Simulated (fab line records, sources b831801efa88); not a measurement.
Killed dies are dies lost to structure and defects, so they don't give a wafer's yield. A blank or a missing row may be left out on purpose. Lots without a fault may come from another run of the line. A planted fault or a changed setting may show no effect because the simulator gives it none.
fab line records | flow gf180mcu
record lots=5 wafers=15 last_day=34
route steps=602 shown MVPSD@86 VT_IMPLANT@90
lots that met no fault: from a run of the same line without faults
start_h: hours from the record's first day to the start of the lot's first wafer shown | wait_h: hours since the lot's step before | " the same as in the row above | L1.1+2: a row that stands for several wafers | - no value, or no start given | * or withheld: withheld | < > ~ a bound
route shown NAME@n: a module of which the file shows steps, and the number in the route of the first | usual: mean/standard deviation of fault-free wafers | same: alike in all rows | chamber/n: place in a boat | sites: the reading at each site | _std_site: their standard deviation | _edge_site: outer sites' mean less inner sites' | radius_mm: how far each site lies from the wafer's centre | mask NAME#n: copy n | behind: the tool/chamber that last shaped the wafer | hold: why the lot was held/for how many hours/how that ended | device: the transistor (n, p or np) that didn't switch | end of line: the same wafers' tests at the end of the route | a step without rows: its recipe alone | killed: dies lost to structure and defects at the first sort, not the wafer's yield | map: a wafer's dies, x killed, . not, _ none there
set.NAME: the setting as run; set.NAME@STEP: as run at that earlier step | model.NAME: the simulator's own value behind a step, which no gauge read
lots at some steps of the route; a table a step, a row a wafer
services: from which hour (start_h, from the record's first day; less than 0 if before it) a tool's chamber was out of use, for how many hours, and why
## steps
# step GF_MVPSD_IMPLANT_08
# recipe species=B energy_kev=170 dose_cm2=1.5e+13 tilt_deg=0
# columns lot.wafer tool chamber start_h wait_h
L075.1+2+6 implanter-04 0 106.76 0.0
L082.2+5+6 implanter-03 0 146.20 0.0
L085.1+2+5 implanter-04 0 162.61 0.0
L088.1+3+5 implanter-01 0 182.55 0.0
L096.1+5+6 implanter-01 0 228.37 0.0
# step GF_MVPSD_IMPLANT_09
# recipe species=B energy_kev=40 dose_cm2=5e+12 tilt_deg=0
# columns lot.wafer tool chamber start_h wait_h
L075.1+2+6 implanter-04 0 106.91 0.1
L082.2+5+6 implanter-03 0 146.35 0.1
L085.1+2+5 implanter-04 0 162.76 0.1
L088.1+3+5 implanter-01 0 182.70 0.1
L096.1+5+6 implanter-01 0 228.52 0.1
# step GF_MVPSD_STRIP_10
# recipe chemistry=O2/N2 power_w=1400 pressure_mtorr=1500 platen_temp_c=250 o2_flow_sccm=3000 n2_flow_sccm=300 overash_fraction=0.5
# usual drypump_motor_current_A=5.5/0.62 heater_power_w=339/35 oes_product_au=0.723/0.0044 strip_time_to_endpoint_s=36.96/0.12
# columns lot.wafer tool chamber start_h wait_h drypump_motor_current_A heater_power_w oes_product_au rf_hours_counter_h strip_time_to_endpoint_s
L075.1 plasma_asher-01 1 107.06 0.1 5.2 310 0.728 45 36.78
L075.2 " 0 " " 6.4 320 0.721 45 36.94
L075.6 " 1 " " 5.2 316 0.725 - 36.79
L082.2 plasma_asher-02 1 146.47 0.1 4.7 381 0.727 50 37.02
L082.5 " 0 " " 6.0 377 0.723 - 37.00
L082.6 " 1 " " 4.7 368 0.726 - 36.98
L085.1 plasma_asher-02 0 162.91 0.1 6.0 381 0.728 52 37.09
L085.2 " 1 " " 4.7 367 0.730 52 37.06
L085.5 " 1 " " 4.7 370 0.719 - 37.12
L088.1 plasma_asher-02 1 182.85 0.1 4.7 365 0.720 54 36.92
L088.3 " 0 " " 6.0 381 0.715 - 36.90
L088.5 " 1 " " 4.7 362 0.726 - 36.86
L096.1 plasma_asher-01 0 228.67 0.1 6.4 328 0.719 11 36.92
L096.5 " 0 " " 6.4 332 0.718 - 37.03
L096.6 " 1 " " 5.2 334 0.724 - 36.86
# step GF_MVPSD_TW_MEAS_11
# usual MVPSD_TW=552/4.5
# columns lot.wafer tool chamber start_h wait_h MVPSD_TW
L075.1 film_metro-03 - 107.16 0.1 549
L075.2 " - " " 550
L075.6 " - " " 548
L082.2 film_metro-03 - 146.60 0.1 552
L082.5 " - " " 548
L082.6 " - " " 548
L085.1 film_metro-03 - 163.01 0.1 549
L085.2 " - " " 546
L085.5 " - " " 546
L088.1 film_metro-01 - 182.95 0.1 549
L088.3 " - " " 549
L088.5 " - " " 550
L096.1 film_metro-01 - 228.77 0.1 548
L096.5 " - " " 550
L096.6 " - " " 548
# step GF_VT_IMPLANT_DEHYDRATE_00
# recipe temp_c=200 time_s=60
# usual resist_line_temp_C=23.00/0.12
# columns lot.wafer tool chamber start_h wait_h resist_line_temp_C
L075.1 litho_track-01 0 113.69 6.5 22.93
L075.2 " 0 " " 22.82
L075.6 " 0 " " 22.98
L082.2 litho_track-01 0 153.52 6.9 23.12
L082.5 " 0 " " 23.26
L082.6 " 0 " " 23.01
L085.1 litho_track-03 0 169.78 6.8 22.91
L085.2 " 0 " " 23.10
L085.5 " 0 " " 23.07
L088.1 litho_track-01 0 190.64 7.7 22.81
L088.3 " 0 " " 22.88
L088.5 " 0 " " 22.95
L096.1 litho_track-03 0 237.22 8.4 22.92
L096.5 " 0 " " 22.88
L096.6 " 0 " " 22.75
# step GF_VT_IMPLANT_HMDS_01
# recipe prime_time_s=60 prime_temp_c=120
# usual resist_line_temp_C=23.01/0.11
# columns lot.wafer tool chamber start_h wait_h resist_line_temp_C
L075.1 litho_track-01 0 113.84 0.1 22.92
L075.2 " 0 " " 23.00
L075.6 " 0 " " 22.95
L082.2 litho_track-01 0 153.67 0.1 23.08
L082.5 " 0 " " 22.97
L082.6 " 0 " " 22.95
L085.1 litho_track-03 0 169.93 0.1 23.01
L085.2 " 0 " " 22.81
L085.5 " 0 " " 22.97
L088.1 litho_track-01 0 190.79 0.1 22.96
L088.3 " 0 " " 23.13
L088.5 " 0 " " 22.87
L096.1 litho_track-03 0 237.37 0.1 23.14
L096.5 " 0 " " 23.09
L096.6 " 0 " " 23.07
# step GF_VT_IMPLANT_COAT_02
# recipe resist=NOVOLAK spin_rpm=3000 resist_thk_nm=1000
# usual resist_line_temp_C=23.01/0.099
# columns lot.wafer tool chamber start_h wait_h resist_line_temp_C
L075.1 litho_track-01 0 113.99 0.1 22.95
L075.2 " 0 " " 23.01
L075.6 " 0 " " 23.14
L082.2 litho_track-01 0 153.82 0.1 22.88
L082.5 " 0 " " 22.91
L082.6 " 0 " " 22.89
L085.1 litho_track-03 0 170.08 0.1 23.02
L085.2 " 0 " " 22.99
L085.5 " 0 " " 22.93
L088.1 litho_track-01 0 190.94 0.1 23.02
L088.3 " 0 " " 22.97
L088.5 " 0 " " 23.07
L096.1 litho_track-03 0 237.52 0.1 22.98
L096.5 " 0 " " 22.91
L096.6 " 0 " " 23.00
# step GF_VT_IMPLANT_SOFTBAKE_03
# recipe temp_c=90 time_s=60 resist=NOVOLAK
# usual resist_line_temp_C=23.04/0.095
# columns lot.wafer tool chamber start_h wait_h resist_line_temp_C
L075.1 litho_track-01 0 114.14 0.1 23.08
L075.2 " 0 " " 22.94
L075.6 " 0 " " 23.01
L082.2 litho_track-01 0 153.97 0.1 23.30
L082.5 " 0 " " 23.03
L082.6 " 0 " " 23.14
L085.1 litho_track-03 0 170.23 0.1 22.94
L085.2 " 0 " " 22.74
L085.5 " 0 " " 23.00
L088.1 litho_track-01 0 191.09 0.1 23.07
L088.3 " 0 " " 22.92
L088.5 " 0 " " 23.07
L096.1 litho_track-03 0 237.67 0.1 22.90
L096.5 " 0 " " 23.09
L096.6 " 0 " " 23.01
# step GF_VT_IMPLANT_EXPOSE_04
# recipe mask_id=LVPWELL_LV_AREA target_cd_nm=600 na=0.6 source_shape=conventional sigma_outer=0.6 dose_mj=140
# same sigma_outer=0.6
# columns lot.wafer tool chamber start_h wait_h mask
L075.1+2+6 iline_stepper-01 0 - - LVPWELL_LV_AREA#0
L082.2+5+6 iline_stepper-01 0 - - LVPWELL_LV_AREA#0
L085.1+2+5 iline_stepper-01 0 - - LVPWELL_LV_AREA#0
L088.1+3+5 iline_stepper-01 0 - - LVPWELL_LV_AREA#0
L096.1+5+6 iline_stepper-01 0 - - LVPWELL_LV_AREA#0
# step GF_VT_IMPLANT_PEB_05
# recipe temp_c=withheld time_s=* resist=NOVOLAK
# usual resist_line_temp_C=*
# columns lot.wafer tool chamber start_h wait_h resist_line_temp_C
L075.1 litho_track-01 0 - - *
L075.2 " 0 " " *
L075.6 " 0 " " *
L082.2 litho_track-02 0 - - *
L082.5 " 0 " " *
L082.6 " 0 " " *
L085.1 litho_track-03 0 - - *
L085.2 " 0 " " *
L085.5 " 0 " " *
L088.1 litho_track-01 0 - - *
L088.3 " 0 " " *
L088.5 " 0 " " *
L096.1 litho_track-02 0 - - *
L096.5 " 0 " " *
L096.6 " 0 " " *
# step GF_VT_IMPLANT_DEVELOP_06
# recipe develop_time_s=60 dev_temp_c=23
# usual resist_line_temp_C=22.99/0.11
# columns lot.wafer tool chamber start_h wait_h resist_line_temp_C
L075.1 litho_track-01 0 121.39 0.1 22.87
L075.2 " 0 " " 22.89
L075.6 " 0 " " 22.81
L082.2 litho_track-02 0 161.91 0.1 23.08
L082.5 " 0 " " 23.02
L082.6 " 0 " " 23.17
L085.1 litho_track-03 0 178.73 0.1 22.70
L085.2 " 0 " " 22.86
L085.5 " 0 " " 23.14
L088.1 litho_track-01 0 199.39 0.1 23.12
L088.3 " 0 " " 22.95
L088.5 " 0 " " 22.91
L096.1 litho_track-02 0 244.83 0.1 22.99
L096.5 " 0 " " 23.03
L096.6 " 0 " " 22.98
# step GF_VT_IMPLANT_OVL_MEAS_07
# usual VT_IMPLANT_OVL=0.2/1.4
# columns lot.wafer tool chamber start_h wait_h VT_IMPLANT_OVL[nm]
L075.1 overlay-01 - 121.54 0.1 3.5
L075.2 " - " " -0.4
L075.6 " - " " 1.2
L082.2 overlay-01 - 162.04 0.1 1.1
L082.5 " - " " -0.6
L082.6 " - " " -2.1
L085.1 overlay-01 - 178.88 0.1 -1.0
L085.2 " - " " -1.0
L085.5 " - " " 1.0
L088.1 overlay-02 - 199.54 0.1 -0.9
L088.3 " - " " 0.3
L088.5 " - " " -0.6
L096.1 overlay-01 - 244.98 0.1 -0.8
L096.5 " - " " 0.1
L096.6 " - " " -0.5
# step GF_VT_IMPLANT_IMPLANT_08
# recipe species=BF2 energy_kev=20 dose_cm2=8.29e+12 tilt_deg=7
# columns lot.wafer tool chamber start_h wait_h
L075.1+2+6 implanter-03 0 121.58 0.0
L082.2+5+6 implanter-03 0 162.10 0.0
L085.1+2+5 implanter-02 0 178.91 0.0
L088.1+3+5 implanter-03 0 199.58 0.0
L096.1+5+6 implanter-02 0 245.02 0.0
# step GF_VT_IMPLANT_STRIP_09
# recipe chemistry=O2/N2 power_w=1400 pressure_mtorr=1500 platen_temp_c=250 o2_flow_sccm=3000 n2_flow_sccm=300 overash_fraction=0.5
# usual drypump_motor_current_A=5.4/0.54 heater_power_w=321/36 oes_product_au=0.715/0.0046 strip_time_to_endpoint_s=12.62/0.034
# columns lot.wafer tool chamber start_h wait_h drypump_motor_current_A heater_power_w oes_product_au rf_hours_counter_h strip_time_to_endpoint_s
L075.1 plasma_asher-03 0 121.73 0.1 6.0 305 0.719 45 12.63
L075.2 " 1 " " 6.0 326 0.718 45 12.62
L075.6 " 0 " " 5.9 298 0.721 - 12.61
L082.2 plasma_asher-04 0 162.22 0.1 5.8 277 0.709 39 12.63
L082.5 " 0 " " 5.8 283 0.717 - 12.63
L082.6 " 1 " " 4.8 330 0.712 - 12.63
L085.1 plasma_asher-04 0 179.06 0.1 5.8 278 0.710 41 12.66
L085.2 " 1 " " 4.8 329 0.705 41 12.63
L085.5 " 1 " " 4.8 334 0.711 - 12.64
L088.1 plasma_asher-04 1 199.73 0.1 4.8 323 0.715 43 12.55
L088.3 " 1 " " 4.8 325 0.710 - 12.58
L088.5 " 0 " " 5.8 275 0.719 - 12.56
L096.1 plasma_asher-04 1 245.17 0.1 4.8 332 0.720 48 12.70
L096.5 " 1 " " 4.8 329 0.715 - 12.70
L096.6 " 0 " " 5.8 276 0.708 - 12.65
# step GF_VT_IMPLANT_TW_MEAS_10
# usual VT_IMPLANT_TW=564/4.9
# columns lot.wafer tool chamber start_h wait_h VT_IMPLANT_TW
L075.1 film_metro-04 - 121.83 0.1 571
L075.2 " - " " 569
L075.6 " - " " 566
L082.2 film_metro-02 - 162.33 0.1 560
L082.5 " - " " 560
L082.6 " - " " 560
L085.1 film_metro-04 - 179.16 0.1 568
L085.2 " - " " 566
L085.5 " - " " 566
L088.1 film_metro-04 - 199.83 0.1 571
L088.3 " - " " 569
L088.5 " - " " 570
L096.1 film_metro-01 - 245.27 0.1 560
L096.5 " - " " 563
L096.6 " - " " 560
# step GF_VT_IMPLANT_DEHYDRATE_11
# recipe temp_c=200 time_s=60
# usual resist_line_temp_C=22.99/0.12
# columns lot.wafer tool chamber start_h wait_h resist_line_temp_C
L075.1 litho_track-02 0 128.58 6.7 22.97
L075.2 " 0 " " 22.95
L075.6 " 0 " " 23.16
L082.2 litho_track-02 0 169.11 6.8 23.08
L082.5 " 0 " " 23.13
L082.6 " 0 " " 22.99
L085.1 litho_track-01 0 186.09 6.9 22.91
L085.2 " 0 " " 22.96
L085.5 " 0 " " 22.99
L088.1 litho_track-03 0 207.42 7.6 23.17
L088.3 " 0 " " 23.18
L088.5 " 0 " " 23.12
L096.1 litho_track-02 0 254.13 8.9 22.93
L096.5 " 0 " " 22.96
L096.6 " 0 " " 23.08
# step GF_VT_IMPLANT_HMDS_12
# recipe prime_time_s=60 prime_temp_c=120
# usual resist_line_temp_C=22.97/0.11
# columns lot.wafer tool chamber start_h wait_h resist_line_temp_C
L075.1 litho_track-02 0 128.73 0.1 23.05
L075.2 " 0 " " 23.00
L075.6 " 0 " " 23.09
L082.2 litho_track-02 0 169.26 0.1 22.69
L082.5 " 0 " " 22.74
L082.6 " 0 " " 22.85
L085.1 litho_track-01 0 186.24 0.1 22.97
L085.2 " 0 " " 23.04
L085.5 " 0 " " 22.96
L088.1 litho_track-03 0 207.57 0.1 22.92
L088.3 " 0 " " 22.89
L088.5 " 0 " " 23.08
L096.1 litho_track-02 0 254.28 0.1 23.10
L096.5 " 0 " " 23.00
L096.6 " 0 " " 23.00
# step GF_VT_IMPLANT_COAT_13
# recipe resist=NOVOLAK spin_rpm=3000 resist_thk_nm=1000
# usual resist_line_temp_C=22.99/0.1
# columns lot.wafer tool chamber start_h wait_h resist_line_temp_C
L075.1 litho_track-02 0 128.88 0.1 23.10
L075.2 " 0 " " 23.04
L075.6 " 0 " " 22.96
L082.2 litho_track-02 0 169.41 0.1 22.93
L082.5 " 0 " " 23.04
L082.6 " 0 " " 22.97
L085.1 litho_track-01 0 186.39 0.1 23.10
L085.2 " 0 " " 23.10
L085.5 " 0 " " 23.03
L088.1 litho_track-03 0 207.72 0.1 22.87
L088.3 " 0 " " 23.07
L088.5 " 0 " " 22.97
L096.1 litho_track-02 0 254.43 0.1 22.93
L096.5 " 0 " " 22.88
L096.6 " 0 " " 22.76
# step GF_VT_IMPLANT_SOFTBAKE_14
# recipe temp_c=90 time_s=60 resist=NOVOLAK
# usual resist_line_temp_C=23.02/0.1
# columns lot.wafer tool chamber start_h wait_h resist_line_temp_C
L075.1 litho_track-02 0 129.03 0.1 23.19
L075.2 " 0 " " 23.16
L075.6 " 0 " " 23.06
L082.2 litho_track-02 0 169.56 0.1 23.16
L082.5 " 0 " " 23.10
L082.6 " 0 " " 23.07
L085.1 litho_track-01 0 186.54 0.1 23.16
L085.2 " 0 " " 22.99
L085.5 " 0 " " 23.02
L088.1 litho_track-03 0 207.87 0.1 22.87
L088.3 " 0 " " 22.80
L088.5 " 0 " " 23.03
L096.1 litho_track-02 0 254.58 0.1 22.97
L096.5 " 0 " " 23.17
L096.6 " 0 " " 23.11
# step GF_VT_IMPLANT_EXPOSE_15
# recipe mask_id=Nwell_LV_AREA target_cd_nm=860 na=0.6 source_shape=conventional sigma_outer=0.6 dose_mj=140
# same sigma_outer=0.6
# columns lot.wafer tool chamber start_h wait_h mask
L075.1+2+6 iline_stepper-01 0 - - Nwell_LV_AREA#0
L082.2+5+6 iline_stepper-01 0 - - Nwell_LV_AREA#0
L085.1+2+5 iline_stepper-01 0 - - Nwell_LV_AREA#0
L088.1+3+5 iline_stepper-02 0 - - Nwell_LV_AREA#0
L096.1+5+6 iline_stepper-02 0 - - Nwell_LV_AREA#0
# step GF_VT_IMPLANT_PEB_16
# recipe temp_c=withheld time_s=* resist=NOVOLAK
# usual resist_line_temp_C=*
# columns lot.wafer tool chamber start_h wait_h resist_line_temp_C
L075.1 litho_track-03 0 - - *
L075.2 " 0 " " *
L075.6 " 0 " " *
L082.2 litho_track-02 0 - - *
L082.5 " 0 " " *
L082.6 " 0 " " *
L085.1 litho_track-01 0 - - *
L085.2 " 0 " " *
L085.5 " 0 " " *
L088.1 litho_track-01 0 - - *
L088.3 " 0 " " *
L088.5 " 0 " " *
L096.1 litho_track-01 0 - - *
L096.5 " 0 " " *
L096.6 " 0 " " *
# step GF_VT_IMPLANT_DEVELOP_17
# recipe develop_time_s=60 dev_temp_c=23
# usual resist_line_temp_C=23.00/0.11
# columns lot.wafer tool chamber start_h wait_h resist_line_temp_C
L075.1 litho_track-03 0 136.73 0.1 22.89
L075.2 " 0 " " 22.93
L075.6 " 0 " " 22.94
L082.2 litho_track-02 0 178.41 0.1 22.96
L082.5 " 0 " " 23.15
L082.6 " 0 " " 23.10
L085.1 litho_track-01 0 195.24 0.1 23.07
L085.2 " 0 " " 23.12
L085.5 " 0 " " 23.00
L088.1 litho_track-01 0 216.64 0.1 22.66
L088.3 " 0 " " 22.65
L088.5 " 0 " " 22.69
L096.1 litho_track-01 0 263.99 0.1 23.23
L096.5 " 0 " " 23.16
L096.6 " 0 " " 23.10
# step GF_VT_IMPLANT_OVL_MEAS_18
# usual VT_IMPLANT_01_OVL=-1.0/1.4
# columns lot.wafer tool chamber start_h wait_h VT_IMPLANT_01_OVL[nm]
L075.1 overlay-01 - 136.88 0.1 -1.1
L075.2 " - " " -0.7
L075.6 " - " " -2.4
L082.2 overlay-01 - 178.54 0.1 0.2
L082.5 " - " " 1.4
L082.6 " - " " 0.3
L085.1 overlay-02 - 195.39 0.1 0.7
L085.2 " - " " -0.1
L085.5 " - " " -0.7
L088.1 overlay-01 - 216.79 0.1 -0.1
L088.3 " - " " -2.2
L088.5 " - " " -0.9
L096.1 overlay-01 - 264.14 0.1 1.6
L096.5 " - " " 0.9
L096.6 " - " " -0.2
# step GF_VT_IMPLANT_IMPLANT_19
# recipe species=As energy_kev=100 dose_cm2=4.35e+12 tilt_deg=7
# columns lot.wafer tool chamber start_h wait_h
L075.1+2+6 implanter-04 0 136.91 0.0
L082.2+5+6 implanter-04 0 178.59 0.0
L085.1+2+5 implanter-03 0 195.43 0.0
L088.1+3+5 implanter-02 0 216.83 0.0
L096.1+5+6 implanter-02 0 264.18 0.0
# step GF_VT_IMPLANT_STRIP_20
# recipe chemistry=O2/N2 power_w=1400 pressure_mtorr=1500 platen_temp_c=250 o2_flow_sccm=3000 n2_flow_sccm=300 overash_fraction=0.5
# usual drypump_motor_current_A=5.5/0.56 heater_power_w=334/37 oes_product_au=0.716/0.0042 strip_time_to_endpoint_s=12.64/0.036
# columns lot.wafer tool chamber start_h wait_h drypump_motor_current_A heater_power_w oes_product_au rf_hours_counter_h strip_time_to_endpoint_s
L075.1 plasma_asher-04 0 137.06 0.1 5.8 269 0.722 36 12.58
L075.2 " 1 " " 4.8 340 0.721 36 12.63
L075.6 " 1 " " 4.8 328 0.714 - 12.63
L082.2 plasma_asher-03 1 178.72 0.1 6.0 321 0.713 49 12.60
L082.5 " 0 " " 5.9 298 0.724 - 12.62
L082.6 " 1 " " 6.0 314 0.716 - 12.61
L085.1 plasma_asher-04 1 195.58 0.1 4.8 328 0.712 42 12.64
L085.2 " 0 " " 5.8 279 0.719 42 12.59
L085.5 " 1 " " 4.8 326 0.712 - 12.57
L088.1 plasma_asher-04 1 216.98 0.1 4.8 333 0.708 45 12.65
L088.3 " 0 " " 5.8 272 0.713 - 12.65
L088.5 " 1 " " 4.8 331 0.719 - 12.63
L096.1 plasma_asher-04 0 264.33 0.1 5.8 267 0.714 50 12.63
L096.5 " 1 " " 4.8 340 0.720 - 12.68
L096.6 " 0 " " 5.8 276 0.722 - 12.65
# step GF_VT_IMPLANT_TW_MEAS_21
# usual VT_IMPLANT_2_TW=1211/11
# columns lot.wafer tool chamber start_h wait_h VT_IMPLANT_2_TW
L075.1 film_metro-02 - 137.16 0.1 1192
L075.2 " - " " 1190
L075.6 " - " " 1193
L082.2 film_metro-02 - 178.83 0.1 1198
L082.5 " - " " 1195
L082.6 " - " " 1203
L085.1 film_metro-02 - 195.68 0.1 1199
L085.2 " - " " 1201
L085.5 " - " " 1202
L088.1 film_metro-02 - 217.08 0.1 1205
L088.3 " - " " 1209
L088.5 " - " " 1203
L096.1 film_metro-02 - 264.43 0.1 1207
L096.5 " - " " 1199
L096.6 " - " " 1207
# step GF_VT_IMPLANT_DEHYDRATE_22
# recipe temp_c=200 time_s=60
# usual resist_line_temp_C=23.00/0.1
# columns lot.wafer tool chamber start_h wait_h resist_line_temp_C
L075.1 litho_track-03 0 143.78 6.6 23.05
L075.2 " 0 " " 23.20
L075.6 " 0 " " 23.06
L082.2 litho_track-03 0 185.75 6.9 22.97
L082.5 " 0 " " 23.01
L082.6 " 0 " " 22.79
L085.1 litho_track-02 0 203.43 7.7 23.00
L085.2 " 0 " " 22.97
L085.5 " 0 " " 23.03
L088.1 litho_track-02 0 224.93 7.8 22.93
L088.3 " 0 " " 23.19
L088.5 " 0 " " 22.98
L096.1 litho_track-01 0 273.79 9.4 22.85
L096.5 " 0 " " 22.87
L096.6 " 0 " " 22.90
# step GF_VT_IMPLANT_HMDS_23
# recipe prime_time_s=60 prime_temp_c=120
# usual resist_line_temp_C=23.00/0.099
# columns lot.wafer tool chamber start_h wait_h resist_line_temp_C
L075.1 litho_track-03 0 143.93 0.1 22.84
L075.2 " 0 " " 22.81
L075.6 " 0 " " 22.84
L082.2 litho_track-03 0 185.90 0.1 22.96
L082.5 " 0 " " 23.03
L082.6 " 0 " " 22.97
L085.1 litho_track-02 0 203.58 0.1 23.18
L085.2 " 0 " " 23.10
L085.5 " 0 " " 23.08
L088.1 litho_track-02 0 225.08 0.1 22.96
L088.3 " 0 " " 23.16
L088.5 " 0 " " 23.16
L096.1 litho_track-01 0 273.94 0.1 22.97
L096.5 " 0 " " 23.05
L096.6 " 0 " " 22.88
# step GF_VT_IMPLANT_COAT_24
# recipe resist=NOVOLAK spin_rpm=3000 resist_thk_nm=1000
# usual resist_line_temp_C=22.99/0.1
# columns lot.wafer tool chamber start_h wait_h resist_line_temp_C
L075.1 litho_track-03 0 144.08 0.1 23.02
L075.2 " 0 " " 22.78
L075.6 " 0 " " 22.80
L082.2 litho_track-03 0 186.05 0.1 23.06
L082.5 " 0 " " 22.86
L082.6 " 0 " " 23.10
L085.1 litho_track-02 0 203.73 0.1 23.11
L085.2 " 0 " " 22.88
L085.5 " 0 " " 23.09
L088.1 litho_track-02 0 225.23 0.1 22.92
L088.3 " 0 " " 23.00
L088.5 " 0 " " 23.04
L096.1 litho_track-01 0 274.09 0.1 22.98
L096.5 " 0 " " 22.87
L096.6 " 0 " " 23.02
# step GF_VT_IMPLANT_SOFTBAKE_25
# recipe temp_c=90 time_s=60 resist=NOVOLAK
# usual resist_line_temp_C=22.99/0.11
# columns lot.wafer tool chamber start_h wait_h resist_line_temp_C
L075.1 litho_track-03 0 144.23 0.1 23.03
L075.2 " 0 " " 22.86
L075.6 " 0 " " 22.89
L082.2 litho_track-03 0 186.20 0.1 23.00
L082.5 " 0 " " 23.04
L082.6 " 0 " " 22.93
L085.1 litho_track-02 0 203.88 0.1 23.13
L085.2 " 0 " " 23.12
L085.5 " 0 " " 23.13
L088.1 litho_track-02 0 225.38 0.1 23.11
L088.3 " 0 " " 23.00
L088.5 " 0 " " 23.01
L096.1 litho_track-01 0 274.24 0.1 23.18
L096.5 " 0 " " 22.80
L096.6 " 0 " " 22.84
# step GF_VT_IMPLANT_EXPOSE_26
# recipe mask_id=LVPWELL_HV_AREA target_cd_nm=860 na=0.6 source_shape=conventional sigma_outer=0.6 dose_mj=140
# same sigma_outer=0.6
# columns lot.wafer tool chamber start_h wait_h mask
L075.1+2+6 iline_stepper-01 0 - - LVPWELL_HV_AREA#0
L082.2+5+6 iline_stepper-02 0 - - LVPWELL_HV_AREA#0
L085.1+2+5 iline_stepper-01 0 - - LVPWELL_HV_AREA#0
L088.1+3+5 iline_stepper-01 0 - - LVPWELL_HV_AREA#0
L096.1+5+6 iline_stepper-01 0 - - LVPWELL_HV_AREA#0
# step GF_VT_IMPLANT_PEB_27
# recipe temp_c=withheld time_s=* resist=NOVOLAK
# usual resist_line_temp_C=*
# columns lot.wafer tool chamber start_h wait_h resist_line_temp_C
L075.1 litho_track-02 0 - - *
L075.2 " 0 " " *
L075.6 " 0 " " *
L082.2 litho_track-02 0 - - *
L082.5 " 0 " " *
L082.6 " 0 " " *
L085.1 litho_track-03 0 - - *
L085.2 " 0 " " *
L085.5 " 0 " " *
L088.1 litho_track-01 0 - - *
L088.3 " 0 " " *
L088.5 " 0 " " *
L096.1 litho_track-01 0 - - *
L096.5 " 0 " " *
L096.6 " 0 " " *
# step GF_VT_IMPLANT_DEVELOP_28
# recipe develop_time_s=60 dev_temp_c=24.09
# usual resist_line_temp_C=22.99/0.11
# columns lot.wafer tool chamber start_h wait_h resist_line_temp_C
L075.1 litho_track-02 0 151.43 0.1 23.08
L075.2 " 0 " " 23.00
L075.6 " 0 " " 22.98
L082.2 litho_track-02 0 195.01 0.1 22.80
L082.5 " 0 " " 22.89
L082.6 " 0 " " 23.01
L085.1 litho_track-03 0 213.02 0.1 23.00
L085.2 " 0 " " 22.85
L085.5 " 0 " " 23.05
L088.1 litho_track-01 0 234.49 0.1 23.03
L088.3 " 0 " " 23.09
L088.5 " 0 " " 23.09
L096.1 litho_track-01 0 284.14 0.1 23.24
L096.5 " 0 " " 22.99
L096.6 " 0 " " 23.10
# step GF_VT_IMPLANT_OVL_MEAS_29
# usual VT_IMPLANT_02_OVL=-0.7/1.3
# columns lot.wafer tool chamber start_h wait_h VT_IMPLANT_02_OVL[nm]
L075.1 overlay-02 - 151.58 0.1 -0.9
L075.2 " - " " 0.1
L075.6 " - " " -2.3
L082.2 overlay-01 - 195.14 0.1 -0.6
L082.5 " - " " 0.0
L082.6 " - " " -2.4
L085.1 overlay-01 - 213.17 0.1 -0.2
L085.2 " - " " -1.5
L085.5 " - " " 0.5
L088.1 overlay-02 - 234.64 0.1 0.6
L088.3 " - " " 2.7
L088.5 " - " " -1.1
L096.1 overlay-01 - 284.29 0.1 2.2
L096.5 " - " " 0.5
L096.6 " - " " 0.0
# step GF_VT_IMPLANT_IMPLANT_30
# recipe species=B energy_kev=25 dose_cm2=2.534e+12 tilt_deg=7
# columns lot.wafer tool chamber start_h wait_h
L075.1+2+6 implanter-03 0 151.62 0.0
L082.2+5+6 implanter-04 0 195.19 0.0
L085.1+2+5 implanter-02 0 213.21 0.0
L088.1+3+5 implanter-03 0 234.68 0.0
L096.1+5+6 implanter-02 0 284.33 0.0
# step GF_VT_IMPLANT_STRIP_31
# recipe chemistry=O2/N2 power_w=1400 pressure_mtorr=1500 platen_temp_c=250 o2_flow_sccm=3000 n2_flow_sccm=300 overash_fraction=0.5
# usual drypump_motor_current_A=5.5/0.59 heater_power_w=342/37 oes_product_au=0.716/0.0046 strip_time_to_endpoint_s=12.64/0.039
# columns lot.wafer tool chamber start_h wait_h drypump_motor_current_A heater_power_w oes_product_au rf_hours_counter_h strip_time_to_endpoint_s
L075.1 plasma_asher-04 0 151.77 0.1 5.8 278 0.718 37 12.62
L075.2 " 1 " " 4.8 327 0.723 37 12.59
L075.6 " 1 " " 4.9 320 0.715 - 12.62
L082.2 plasma_asher-03 1 195.32 0.1 5.9 326 0.714 51 12.68
L082.5 " 0 " " 5.9 305 0.713 - 12.68
L082.6 " 1 " " 6.0 321 0.712 - 12.64
L085.1 plasma_asher-02 0 213.36 0.1 6.0 376 0.717 58 12.67
L085.2 " 1 " " 4.7 364 0.721 58 12.66
L085.5 " 0 " " 6.0 378 0.718 - 12.71
L088.1 plasma_asher-02 1 234.83 0.1 4.7 368 0.714 60 12.69
L088.3 " 1 " " 4.7 367 0.718 - 12.70
L088.5 " 1 " " 4.7 368 0.714 - 12.69
L096.1 plasma_asher-04 1 284.48 0.1 4.8 314 0.723 52 12.69
L096.5 " 1 " " 4.8 330 0.716 - 12.72
L096.6 " 0 " " 5.8 271 0.712 - 12.65
# step GF_VT_IMPLANT_TW_MEAS_32
# usual VT_IMPLANT_3_TW=268.1/2.5
# columns lot.wafer tool chamber start_h wait_h VT_IMPLANT_3_TW
L075.1 film_metro-02 - 151.87 0.1 267.2
L075.2 " - " " 265.3
L075.6 " - " " 267.1
L082.2 film_metro-02 - 195.43 0.1 266.1
L082.5 " - " " 265.2
L082.6 " - " " 266.2
L085.1 film_metro-02 - 213.46 0.1 266.7
L085.2 " - " " 267.0
L085.5 " - " " 265.6
L088.1 film_metro-04 - 234.93 0.1 269.6
L088.3 " - " " 271.7
L088.5 " - " " 273.8
L096.1 film_metro-02 - 284.58 0.1 266.2
L096.5 " - " " 265.9
L096.6 " - " " 266.8
## services
# columns tool chamber start_h hours kind
iline_stepper-01 0 85.59 - calibration
iline_stepper-01 - 87.64 2.9 repair
implanter-03 - 97.85 1.4 repair
plasma_asher-01 - 108.75 9.0 pm
plasma_asher-01 0 108.75 9.0 vent_cycle
iline_stepper-02 - 121.93 1.7 repair
implanter-02 - 134.95 3.7 repair
litho_track-01 - 139.12 - consumable_replace:filter
iline_stepper-02 - 143.77 1.7 pm
plasma_asher-03 - 151.70 11.2 pm
implanter-04 - 167.52 3.9 pm
iline_stepper-02 - 169.29 0.8 repair
plasma_asher-04 - 170.53 2.8 repair
implanter-03 - 177.54 2.2 repair
iline_stepper-01 - 207.26 1.7 pm
implanter-04 - 212.67 2.4 repair
implanter-01 - 220.72 4.3 pm
iline_stepper-01 - 235.67 2.1 pm
implanter-03 - 236.93 14.9 pm
iline_stepper-01 - 237.75 - consumable_replace:lamp
iline_stepper-02 0 261.78 - calibration
implanter-03 - 264.91 3.6 repair
litho_track-03 - 266.51 - consumable_replace:filter
plasma_asher-01 - 272.40 5.1 repair
## key
fault none
